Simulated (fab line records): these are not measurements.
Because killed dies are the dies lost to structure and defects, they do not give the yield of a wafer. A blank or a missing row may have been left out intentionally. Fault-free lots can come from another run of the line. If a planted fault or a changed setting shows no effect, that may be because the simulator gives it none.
Chamber matching	flow sky130	SKY_VIA2_ETCH_15 on rie-diel-02: 4 sister chambers
The step etches SiO2 in C4F8/O2/Ar, stops on TiN, target depth 546 nm, time 84 s. 4 wafers are shown with their chamber, then 9 later ones without.

== WAFERS PAIRED WITH THEIR CHAMBERS ==
wafer	chamber	oes-product-au (a.u.)
L087.1	0	0.934
L089.1	2	0.938
L089.3	1	0.943
L089.4	3	0.937

== WAFERS WHOSE CHAMBER IS MISSING ==
wafer	oes-product-au (a.u.)
L091.1	0.945
L091.4	0.944
L091.6	0.941
L096.1	0.933
L096.2	0.946
L096.5	0.934
L095.4	0.939
L095.5	0.948
L095.6	0.940

== THE CHAMBER EACH PASSED THROUGH ==
wafer	from the rows above	in truth
L091.1	1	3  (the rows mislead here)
L091.4	1	1
L091.6	can't be placed: 1 or 2 or 3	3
L096.1	can't be placed: 0 or 3 or 2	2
L096.2	1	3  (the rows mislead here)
L096.5	can't be placed: 0 or 3 or 2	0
L095.4	can't be placed: 2 or 3 or 1 or 0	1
L095.5	1	1
L095.6	can't be placed: 2 or 3 or 1 or 0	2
2 of 9 placed correctly. These rows do not allow placing 5 (true chamber among the candidates in 5). Placed wrongly: 2.
How it was worked out, from the rows above alone: a wafer's distance from a chamber is the root of the sum, over the readings, of the square of ((its reading less the chamber's mean) divided by the reading's scatter). The wafer belongs to the nearest chamber; if the next one is less than 2 further off, it can't be placed. Each chamber's mean is taken over the wafers shown for it. The scatter (one wafer shown for each chamber): square how far every hidden wafer sits from the nearest shown wafer, average those squares and take the square root.
